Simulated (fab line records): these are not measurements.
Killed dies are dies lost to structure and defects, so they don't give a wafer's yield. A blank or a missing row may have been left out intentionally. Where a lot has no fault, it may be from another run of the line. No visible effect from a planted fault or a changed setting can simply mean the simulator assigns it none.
Chamber matching	flow gf180mcu	4 sister chambers for GF_POLY_GATE_ETCH_13 on rie_si-01
The step etches poly-Si in HBr/Cl2, stops on SiO2, target depth 198.5 nm, time 69.6 s. 4 wafers are shown with their chamber, then 8 later ones without.

## WAFERS WITH THEIR CHAMBER
wafer	chamber	drypump_motor_current_A (A)
L109.4	0	6.0
L112.5	1	5.4
L113.6	3	6.1
L114.1	2	6.3

## WAFERS WITH NO CHAMBER GIVEN
wafer	drypump_motor_current_A (A)
L114.2	6.1
L114.4	5.4
L122.2	6.3
L122.4	6.0
L122.6	6.3
L123.1	6.1
L123.2	6.1
L123.3	5.5

## CHAMBER TAKEN BY EACH
wafer	from the rows above	in truth
L114.2	3	3
L114.4	1	1
L122.2	2	2
L122.4	0	0
L122.6	2	2
L123.1	3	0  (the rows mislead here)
L123.2	3	3
L123.3	1	1
Correctly placed: 7 of 8. Number that these rows cannot place: 0. Placed wrongly: 1.
How it was worked out, from the rows above alone: a wafer's distance from a chamber is the root of the sum, over the readings, of the square of ((its reading less the chamber's mean) divided by the reading's scatter). If the next closest chamber is less than 2 further off than the closest, the wafer can't be placed; otherwise it belongs to the closest. Each chamber's mean is taken over the wafers shown for it. The scatter: with one shown wafer a chamber, the root of the mean of the squares of how far each hidden wafer lies from its nearest shown one.
